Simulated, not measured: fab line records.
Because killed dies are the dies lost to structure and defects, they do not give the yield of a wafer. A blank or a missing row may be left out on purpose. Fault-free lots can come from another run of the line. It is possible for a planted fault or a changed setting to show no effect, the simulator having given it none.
A struck lot beside a sound one -- flow sky130 -- 15 steps out of a route of 708
Sound: the wafers L902.4, L902.5, L902.6. Struck: wafers L915.2, L915.5. (L915.1 of the same lot was not struck and is left out.) The cause comes at the end.
Per side, at each step with rows, come the tool, then ch with its chambers, and then its first start. Under that, the readings that differ: sound wafers -- struck wafers -- difference of the means -- sigmas: that difference in standard deviations of wafers without a fault.
alike: readings whose means differ by less than 2 such deviations, and words and numbers that are the same on both sides. not compared: withheld readings, readings that some wafer has no value for, bounds like >300 that may hide the same value, and numbers for which the record gives no deviation and whose values overlap.
A row with sigmas, a row that says differs or no value, or rows on one side alone: a step with any of these is where the two part. Numbers that have no deviation but don't overlap get no sigmas and don't part them. A reading missing from all wafers of one side parts the sides only when that side holds two or more wafers.

SKY_VIA1_OVL_MEAS_13:
  struck on overlay-01, day 38 16:17; sound on overlay-02, day 33 14:29
  alike: VIA1_OVL
then, 1 step without rows for these wafers: SKY_VIA1_ETCH_14 (etches BARC in N2/H2, stops on SiO2, time 45.9 s, target depth 60 nm).
SKY_VIA1_ETCH_15: etches SiO2 in C4F8/O2/Ar, stops on TiN, target depth 351 nm, time 54 s.
  sound on rieDiel-04 ch 0,1, day 33 14:32; struck on rieDiel-01 ch 0,2, day 38 16:22
  alike: oesProductAu
  not compared: rfHoursCounterH
SKY_VIA1_STRIP_16: strips in O2/N2.
  sound on plasmaAsher-04 ch 0,1, day 33 14:37; struck on plasmaAsher-04 ch 0,1, day 38 16:25
reading,sound,struck,difference,sigmas
oesProductAu (a.u.),0.419 0.412 0.424,0.406 0.410,-0.010,-2
  alike: drypumpMotorCurrentA, stripTimeToEndpointS
  not compared: rfHoursCounterH
then, 3 steps without rows for these wafers: SKY_VIA1_STRIP_17 (strips in post etch residue remover, time 1200 s); SKY_VIA1_CLEAN_18 (cleans in IPA, time 180 s); SKY_VIA1_CLEAN_19 (cleans in O3/DIW).
SKY_VIA1_SPUTTER_20: material TiN, target thk 20 nm, time 80 s.
  struck on pvdSputter-02, day 38 17:01; sound on pvdSputter-01, day 33 15:11
  alike: chamberPressurePa, throttleValvePct
SKY_VIA1_CVD_21: deposits W, target thk 270 nm, time 80.902 s.
  sound on cvdW-02 ch 0,1, day 33 15:17; struck on cvdW-01 ch 0, day 38 17:04
reading,sound,struck,difference,sigmas
heaterPowerW (W),863 850 855,715 715,-141,-3
  alike: chamberPressureTorr
SKY_VIA1_RS_MEAS_22: uses a four-point probe to measure.
  struck on filmMetro-04, day 38 17:10; sound on filmMetro-02, day 33 15:24
  alike: VIA1_W_RS
SKY_VIA1_THK_MEAS_23: measures by xrf.
  struck on filmMetro-04, day 38 17:17; sound on filmMetro-02, day 33 15:29
  alike: VIA1_W_THK
then, 1 step without rows for these wafers: SKY_VIA1_CMP_24 (polishes, stops on SiO2, t overpolish 15 s, target thk 0 nm).
SKY_METAL2_SPUTTER_00: material Ti, target thk 15 nm, time 10 s.
  struck on pvdSputter-04, day 38 17:43; sound on pvdSputter-04, day 33 15:49
reading,sound,struck,difference,sigmas
model.Ti_of_METAL2_SPUTTER_00.thkNm (nm),14.72 14.75 14.84,20.97 21.12,+6.28,
  alike: chamberPressurePa, throttleValvePct
SKY_METAL2_SPUTTER_01: material TiN, target thk 20 nm, time 16.7 s.
  struck on pvdSputter-04, day 38 17:45; sound on pvdSputter-04, day 33 15:50
  alike: chamberPressurePa, throttleValvePct
-- the record jumps here: 11 days lie between the struck wafers' starts before and after (it left off in module METAL2 and takes up again in module PAD_OPEN, whose first step shown is number 708 of the route) --
SKY_PAD_OPEN_PROBE_99:
  struck on prober-02, day 49 09:20; sound on prober-01, day 45 13:06
  alike: defectLimitedYield, killed_at_M0_to_M3, killed_at_M4_up, killedAtContacts, killedAtFrontEnd, killedDies, killedOpen, killedShort, sort_bin_3_pad_short, sort_bin_5_function, sort_bin_6_memory, sortNPass, sortYieldPct

WHERE THEY PART
Earliest at SKY_VIA1_STRIP_16; latest, in this record, at SKY_VIA1_CVD_21. Later steps at which nothing parts them and some readings are alike: SKY_VIA1_RS_MEAS_22, SKY_VIA1_THK_MEAS_23, SKY_METAL2_SPUTTER_00, SKY_METAL2_SPUTTER_01, SKY_PAD_OPEN_PROBE_99.

WHY: what had been put in by the simulator
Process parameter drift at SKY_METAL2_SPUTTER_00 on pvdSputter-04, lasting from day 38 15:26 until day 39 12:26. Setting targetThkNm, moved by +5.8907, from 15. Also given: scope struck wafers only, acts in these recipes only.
